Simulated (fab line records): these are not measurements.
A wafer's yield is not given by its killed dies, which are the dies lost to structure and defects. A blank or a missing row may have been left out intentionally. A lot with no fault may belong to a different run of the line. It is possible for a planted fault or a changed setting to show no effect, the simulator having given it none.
fab line records	flow sky130
record: lots: 11	wafers: 32	lastDay: 50
route steps=708 shown METAL3@563 METAL4@626 PAD_OPEN@708
lots that met no fault: taken from a fault-free run of the same line
startH: hours from the record's first day to the start of the lot's first wafer shown	waitH: hours since the lot's step before	" as in the row above	L1.1+2: several wafers, shown together as one row	- no value present, or no start provided	* or withheld: withheld	< > ~ a bound
route shown NAME@n: names a module that has steps shown in the file, with the first one's number in the route	usual: mean/standard deviation taken from wafers without a fault	same: alike in all rows	chamber/n: place in a boat	sites: the reading at each site	_std_site: how widely they spread, as a standard deviation	_edge_site: outer sites' mean less inner sites'	radiusMm: how far each site lies from the wafer's centre	mask NAME#n: copy n	behind: the most recent tool/chamber to have shaped the wafer	hold: the reason the lot was held/the length of the hold in hours/how it ended	device: the n, p or np transistor that did not switch	end of line: the route-end tests of the same wafers	a step with no rows: only its recipe	killed: count of dies lost to structure and defects at first sort (not the wafer's yield)	map: shows each die of a wafer: x if killed, . if not, _ if none is there
set.NAME: the setting the step ran with; set.NAME@STEP: the setting that earlier step ran with	model.NAME: the simulator's own value behind a step, which no gauge read
steps of the route over a sample of lots; a table a step, a row a wafer
services: a tool's chamber out of use, with start hour (startH, from the record's first day; less than 0 if before it), hours out, and reason
== steps ==
step: SKY_METAL3_CD_MEAS_13
recipe: targetCdNm: 300
usual: cdNm: 300.3/1.4
lot.wafer	tool	chamber	startH	waitH	cdNm
L903.1	cdSem-02	-	918.85	-	300.8
L903.4	"	-	"	"	300.4
L903.6	"	-	"	"	300.5
L905.1	cdSem-01	-	926.88	-	298.5
L905.2	"	-	"	"	299.1
L905.6	"	-	"	"	299.8
L904.2	cdSem-02	-	931.65	-	301.1
L904.4	"	-	"	"	300.7
L904.5	"	-	"	"	301.6
L906.3	cdSem-01	-	935.14	-	299.6
L906.4	"	-	"	"	298.6
L906.5	"	-	"	"	299.4
L908.1	cdSem-02	-	946.58	-	299.0
L908.3	"	-	"	"	300.3
L908.5	"	-	"	"	299.6
L912.1	cdSem-01	-	970.96	-	300.4
L912.2	"	-	"	"	299.6
L912.3	"	-	"	"	299.1
L916.1	cdSem-01	-	1007.71	-	301.7
L916.2	"	-	"	"	302.5
L916.6	"	-	"	"	302.1
L918.3	cdSem-02	-	1016.89	-	301.3
L918.4	"	-	"	"	300.7
L918.5	"	-	"	"	301.6
L919.1	cdSem-02	-	1018.20	-	300.7
L919.4	"	-	"	"	300.9
L919.6	"	-	"	"	301.6
L922.2	cdSem-02	-	1045.77	-	301.6
L922.3	"	-	"	"	301.2
L922.5	"	-	"	"	301.7
L926.3	cdSem-02	-	1059.17	-	300.7
L926.5	"	-	"	"	301.9
step: SKY_METAL3_DESCUM_15
recipe: chemistry: O2	sourcePowerW: 150	biasPowerW: 0	pressureMtorr: 10	tempC: 40	timeS: 8
usual: drypumpMotorCurrentA: 5.4/0.45	oesProductAu: 1.003/0.011
lot.wafer	tool	chamber	startH	waitH	drypumpMotorCurrentA	oesProductAu	rfHoursCounterH
L903.1	rieMetal-03	0	919.01	0.0	5.8	1.022	14
L903.4	"	0	"	"	5.8	1.015	-
L903.6	"	0	"	"	5.8	1.013	-
L905.1	rieMetal-03	0	927.04	0.0	5.8	1.014	14
L905.2	"	0	"	"	5.8	1.002	-
L905.6	"	0	"	"	5.8	1.011	-
L904.2	rieMetal-01	0	931.79	0.0	5.6	1.015	14
L904.4	"	1	"	"	5.1	0.990	-
L904.5	"	0	"	"	5.6	1.016	-
L906.3	rieMetal-03	0	935.27	0.0	5.8	1.015	-
L906.4	"	1	"	"	5.2	0.997	-
L906.5	"	0	"	"	5.8	1.014	-
L908.1	rieMetal-02	0	946.74	0.0	6.0	1.003	4
L908.3	"	1	"	"	4.7	0.986	-
L908.5	"	1	"	"	4.7	0.994	-
L912.1	rieMetal-02	1	971.12	0.0	4.7	0.993	11
L912.2	"	0	"	"	6.0	1.014	5
L912.3	"	1	"	"	4.7	0.999	-
L916.1	rieMetal-03	0	1007.87	0.0	5.8	1.009	19
L916.2	"	1	"	"	5.2	1.003	4
L916.6	"	1	"	"	5.2	1.002	-
L918.3	rieMetal-02	0	1017.02	0.0	6.0	1.008	-
L918.4	"	1	"	"	4.7	1.001	-
L918.5	"	1	"	"	4.7	0.994	-
L919.1	rieMetal-02	1	1018.36	0.0	4.7	1.011	14
L919.4	"	0	"	"	6.0	1.017	-
L919.6	"	0	"	"	6.0	1.021	-
L922.2	rieMetal-03	0	1045.91	0.0	5.8	1.004	21
L922.3	"	1	"	"	5.2	0.995	-
L922.5	"	0	"	"	5.8	1.012	-
L926.3	rieMetal-01	1	1059.30	0.0	5.1	0.989	-
L926.5	"	1	"	"	5.1	0.975	-
step: SKY_METAL3_ETCH_16
recipe: chemistry: N2/H2	target: BARC	ionEnergyEv: 200	biasW: 100	pressureMtorr: 30	n2FlowSccm: 100	h2FlowSccm: 200	icpW: 500	stopOn: SiO2	timeS: 88.2	targetDepthA: 600
usual: drypumpMotorCurrentA: 5.4/0.46	oesProductAu: 0.626/0.0047	throttleValvePct: 13.205/0.0093
lot.wafer	tool	chamber	startH	waitH	drypumpMotorCurrentA	oesProductAu	rfHoursCounterH	throttleValvePct
L903.1	rieMetal-03	0	919.07	0.1	5.8	0.626	14	13.182
L903.4	"	0	"	"	5.8	0.621	-	13.220
L903.6	"	0	"	"	5.8	0.634	-	13.205
L905.1	rieMetal-03	0	927.10	0.1	5.8	0.623	14	13.219
L905.2	"	0	"	"	5.8	0.633	-	13.207
L905.6	"	0	"	"	5.8	0.621	-	13.206
L904.2	rieMetal-01	0	931.82	0.0	5.6	0.629	14	13.208
L904.4	"	1	"	"	5.1	0.624	-	13.204
L904.5	"	0	"	"	5.6	0.616	-	13.208
L906.3	rieMetal-03	0	935.32	0.0	5.8	0.624	-	13.210
L906.4	"	1	"	"	5.2	0.624	-	13.205
L906.5	"	0	"	"	5.8	0.624	-	13.206
L908.1	rieMetal-02	0	946.77	0.0	6.0	0.618	5	13.203
L908.3	"	1	"	"	4.7	0.620	-	13.207
L908.5	"	1	"	"	4.7	0.627	-	13.223
L912.1	rieMetal-02	1	971.15	0.0	4.7	0.620	11	13.218
L912.2	"	0	"	"	6.0	0.625	5	13.194
L912.3	"	1	"	"	4.7	0.618	-	13.201
L916.1	rieMetal-03	0	1007.90	0.0	5.8	0.613	19	13.205
L916.2	"	1	"	"	5.2	0.621	4	13.214
L916.6	"	1	"	"	5.2	0.623	-	13.209
L918.3	rieMetal-02	0	1017.07	0.0	6.0	0.625	-	13.211
L918.4	"	1	"	"	4.7	0.629	-	13.202
L918.5	"	1	"	"	4.7	0.632	-	13.206
L919.1	rieMetal-02	1	1018.39	0.0	4.7	0.626	14	13.201
L919.4	"	0	"	"	6.0	0.624	-	13.198
L919.6	"	0	"	"	6.0	0.620	-	13.195
L922.2	rieMetal-03	0	1045.94	0.0	5.8	0.622	21	13.232
L922.3	"	1	"	"	5.2	0.629	-	13.202
L922.5	"	0	"	"	5.8	0.620	-	13.195
L926.3	rieMetal-01	1	1059.35	0.0	5.1	0.626	-	13.196
L926.5	"	1	"	"	5.1	0.624	-	13.193
step: SKY_METAL4_EXPOSE_10
recipe: maskId: MM4	na: 0.68	sourceShape: annular	sigmaInner: 0.4	sigmaOuter: 0.8	targetCdNm: 300	doseMj: 28
usual: exposureDoseMJCm2: 27.996/0.027	stageVelMmS: 499.99/0.3
lot.wafer	tool	chamber	startH	waitH	mask	exposureDoseMJCm2	stageVelMmS
L903.1	krfScanner-02	0	983.13	-	MM4#0	27.974	499.95
L903.4	"	0	"	"	MM4#0	27.968	500.24
L903.6	"	0	"	"	MM4#0	27.947	499.86
L905.1	krfScanner-02	0	991.56	-	MM4#0	28.001	499.71
L905.2	"	0	"	"	MM4#0	28.031	499.76
L905.6	"	0	"	"	MM4#0	28.011	500.36
L904.2	krfScanner-02	0	995.33	-	MM4#0	29.939	499.85
L904.4	"	0	"	"	MM4#0	29.948	499.81
L904.5	"	0	"	"	MM4#0	29.948	500.42
L906.3	krfScanner-02	0	1000.07	-	MM4#0	29.943	500.11
L906.4	"	0	"	"	MM4#0	29.970	500.28
L906.5	"	0	"	"	MM4#0	29.939	500.21
L908.1	krfScanner-02	0	1009.59	-	MM4#0	29.620	500.11
L908.3	"	0	"	"	MM4#0	29.590	500.13
L908.5	"	0	"	"	MM4#0	29.608	500.22
L912.1	krfScanner-02	0	1033.11	-	MM4#0	28.975	500.34
L912.2	"	0	"	"	MM4#0	28.975	500.36
L912.3	"	0	"	"	MM4#0	29.003	500.16
L916.1	krfScanner-01	0	1066.91	-	MM4#0	27.960	499.93
L916.2	"	0	"	"	MM4#0	27.982	500.00
L916.6	"	0	"	"	MM4#0	27.967	499.88
L918.3	krfScanner-01	0	1075.63	-	MM4#0	28.044	500.30
L918.4	"	0	"	"	MM4#0	28.001	500.01
L918.5	"	0	"	"	MM4#0	27.979	500.33
L919.1	krfScanner-01	0	1077.61	-	MM4#0	27.939	500.20
L919.4	"	0	"	"	MM4#0	27.967	500.27
L919.6	"	0	"	"	MM4#0	27.974	500.28
L922.2	krfScanner-01	0	1103.98	-	MM4#0	27.988	500.20
L922.3	"	0	"	"	MM4#0	27.984	500.19
L922.5	"	0	"	"	MM4#0	27.983	500.12
L926.3	krfScanner-01	0	1116.05	-	MM4#0	28.004	499.59
L926.5	"	0	"	"	MM4#0	27.990	499.38
step: SKY_METAL4_CD_MEAS_13
recipe: targetCdNm: 300
usual: cdNm: 300.2/1.2
lot.wafer	tool	chamber	startH	waitH	cdNm
L903.1	cdSem-02	-	994.63	-	300.8
L903.4	"	-	"	"	299.2
L903.6	"	-	"	"	300.0
L905.1	cdSem-01	-	1003.26	-	299.4
L905.2	"	-	"	"	301.7
L905.6	"	-	"	"	300.4
L904.2	cdSem-01	-	1007.08	-	287.0
L904.4	"	-	"	"	287.3
L904.5	"	-	"	"	286.3
L906.3	cdSem-01	-	1011.37	-	287.7
L906.4	"	-	"	"	286.8
L906.5	"	-	"	"	287.7
L908.1	cdSem-01	-	1020.81	-	288.9
L908.3	"	-	"	"	290.0
L908.5	"	-	"	"	291.4
L912.1	cdSem-02	-	1044.06	-	294.1
L912.2	"	-	"	"	295.0
L912.3	"	-	"	"	293.7
L916.1	cdSem-01	-	1077.96	-	302.4
L916.2	"	-	"	"	300.9
L916.6	"	-	"	"	300.7
L918.3	cdSem-02	-	1085.40	-	300.9
L918.4	"	-	"	"	301.9
L918.5	"	-	"	"	301.6
L919.1	cdSem-02	-	1087.36	-	300.4
L919.4	"	-	"	"	302.7
L919.6	"	-	"	"	300.4
L922.2	cdSem-02	-	1113.45	-	299.7
L922.3	"	-	"	"	300.8
L922.5	"	-	"	"	302.2
L926.3	cdSem-01	-	1126.22	-	297.7
L926.5	"	-	"	"	297.2
step: SKY_PAD_OPEN_PROBE_99
usual: defectLimitedYield: 82.4/1.8	killed_at_M0_to_M3: 44/6.3	killed_at_M4_up: 3.1/1.8	killedAtContacts: 25/5.1	killedAtFrontEnd: 15/4.1	killedAtOther: 0.3/0.71	killedDies: 87/8.8	killedOpen: 47/6.8	killedShort: 40/6.7	sort_bin_3_pad_short: 0.9/0.39	sort_bin_5_function: 10.4/1.5	sort_bin_6_memory: 6.4/1.1	sortNPass: 405/8.8	sortYieldPct: 82.4/1.8
same: grossDies: 492	killedAtBackSide: 0	sort_bin_4_leakage[%]: 0	sort_bin_8_speed[%]: 0
lot.wafer	tool	chamber	startH	waitH	defectLimitedYield[%]	killed_at_M0_to_M3	killed_at_M4_up	killedAtContacts	killedAtFrontEnd	killedAtOther	killedDies	killedOpen	killedShort	sort_bin_3_pad_short[%]	sort_bin_5_function[%]	sort_bin_6_memory[%]	sortNPass	sortYieldPct[%]
L906.3	prober-01	-	1105.18	0.2	86.0	30	2	25	12	0	69	39	30	1.4	7.3	5.3	423	86.0
L906.4	prober-01	-	1105.23	0.2	83.3	48	4	18	12	0	82	53	29	0.4	10.4	5.9	410	83.3
L906.5	prober-01	-	1105.28	0.2	84.3	45	3	23	6	0	77	43	34	0.8	10.6	4.3	415	84.3
L918.3	prober-01	-	1170.18	0.2	82.9	46	4	23	11	0	84	45	39	0.6	11.4	5.1	408	82.9
L919.1	prober-02	-	1171.95	0.1	82.7	43	3	18	20	1	85	41	44	0.8	10.0	6.5	407	82.7
L919.4	prober-02	-	1172.10	0.2	83.3	45	3	22	12	0	82	49	33	1.4	11.6	3.7	410	83.3
L919.6	prober-02	-	1172.20	0.2	83.1	43	3	22	15	0	83	48	35	0.8	9.6	6.5	409	83.1
killed by level:class
L906.3 LI_CONTACT:geometricParticle:open=11 FIELD_ISO:geometricParticle:short=6 CONTACT:geometricParticle:open=6 CONTACT:geometricParticle:short=6 VIA2:geometricParticle:open=6 METAL1:geometricParticle:short=5 VIA3:geometricParticle:open=4 FIELD_ISO:geometricParticle:open=3
L906.4 VIA3:geometricParticle:open=11 VIA1:geometricParticle:open=10 LI_CONTACT:geometricParticle:open=8 METAL2:geometricParticle:short=6 VIA2:geometricParticle:open=6 CONTACT:geometricParticle:open=5 FIELD_ISO:geometricParticle:open=3 FIELD_ISO:geometricParticle:short=3
L906.5 METAL1:geometricParticle:short=9 VIA3:geometricParticle:open=8 LI_CONTACT:geometricParticle:open=7 CONTACT:geometricParticle:open=7 VIA2:geometricParticle:open=6 LI_CONTACT:geometricParticle:short=4 METAL1:geometricParticle:open=4 VIA1:geometricParticle:open=4
L918.3 VIA1:geometricParticle:open=12 CONTACT:geometricParticle:open=7 VIA1:geometricParticle:short=6 VIA2:geometricParticle:open=6 LI_CONTACT:geometricParticle:open=5 METAL2:geometricParticle:short=5 POLY_GATE:geometricParticle:open=4 LOCAL_INTERCONNECT:geometricParticle:short=4
L919.1 VIA1:geometricParticle:open=9 FIELD_ISO:geometricParticle:open=7 CONTACT:geometricParticle:open=7 METAL2:geometricParticle:short=7 VIA1:geometricParticle:short=6 METAL1:geometricParticle:short=5 POLY_GATE:geometricParticle:short=4 VIA2:geometricParticle:open=4
L919.4 VIA3:geometricParticle:open=11 CONTACT:geometricParticle:open=11 VIA2:geometricParticle:open=10 METAL1:geometricParticle:short=5 VIA1:geometricParticle:open=5 FIELD_ISO:geometricParticle:short=4 POLY_GATE:geometricParticle:open=4 VIA3:geometricParticle:short=4
L919.6 VIA3:geometricParticle:open=11 CONTACT:geometricParticle:open=7 VIA1:geometricParticle:open=7 METAL2:geometricParticle:short=7 POLY_GATE:geometricParticle:open=5 LI_CONTACT:geometricParticle:open=5 CONTACT:geometricParticle:short=5 FIELD_ISO:geometricParticle:open=4
== services ==
tool	chamber	startH	hours	kind
rieMetal-03	1	909.23	-	clean
rieMetal-03	1	909.23	18.8	scheduledDown
rieMetal-03	1	909.23	18.8	ventCycle
krfScanner-01	-	911.96	1.0	pm
krfScanner-02	-	931.74	4.4	pm
krfScanner-01	-	936.14	0.8	pm
krfScanner-02	-	941.10	0.8	pm
krfScanner-02	-	941.85	6.2	repair
krfScanner-02	-	955.70	1.0	pm
krfScanner-02	-	962.47	3.6	pm
rieMetal-02	-	990.33	2.1	repair
krfScanner-01	-	990.53	1.3	pm
krfScanner-02	-	1025.06	1.3	pm
krfScanner-01	-	1033.26	0.2	repair
rieMetal-03	0	1053.22	-	clean
rieMetal-03	0	1053.22	16.4	scheduledDown
rieMetal-03	0	1053.22	16.4	ventCycle
rieMetal-02	-	1064.07	1.4	pm
krfScanner-01	-	1080.96	1.0	pm
rieMetal-03	1	1083.41	3.6	repair
krfScanner-01	-	1102.16	0.8	pm
rieMetal-02	0	1108.04	1.9	repair
krfScanner-02	-	1109.90	0.8	pm
== key ==
firstSign: step: SKY_METAL4_EXPOSE_10	reading: exposureDoseMJCm2	direction: up	sigmas: 61	usual: *	struck: *
effect: step: SKY_METAL4_CD_MEAS_13	reading: cdNm	direction: down	sigmas: 8.7	usual: 300.2	struck: 289.7	through: controlLoop
metAt SKY_METAL4_EXPOSE_10
struckLots L904,L906,L908,L912
loopTrim: step: SKY_METAL4_EXPOSE_10	setting: dose	lots: L908,L912
notActingAt SKY_METAL3_CD_MEAS_13,SKY_METAL3_DESCUM_15,SKY_METAL3_ETCH_16
onsetBetween 991.56 995.33
fault: kind: processParameterDrift	tool: krfScanner-02	chamber: -	onsetH: 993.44	steps: SKY_METAL4_EXPOSE_10	channel: doseMj	offset: 1.9776	shape: step	actsIn: theseRecipesOnly	stated: 28
loopTrim: a control loop set the setting to another value than it would have without faults
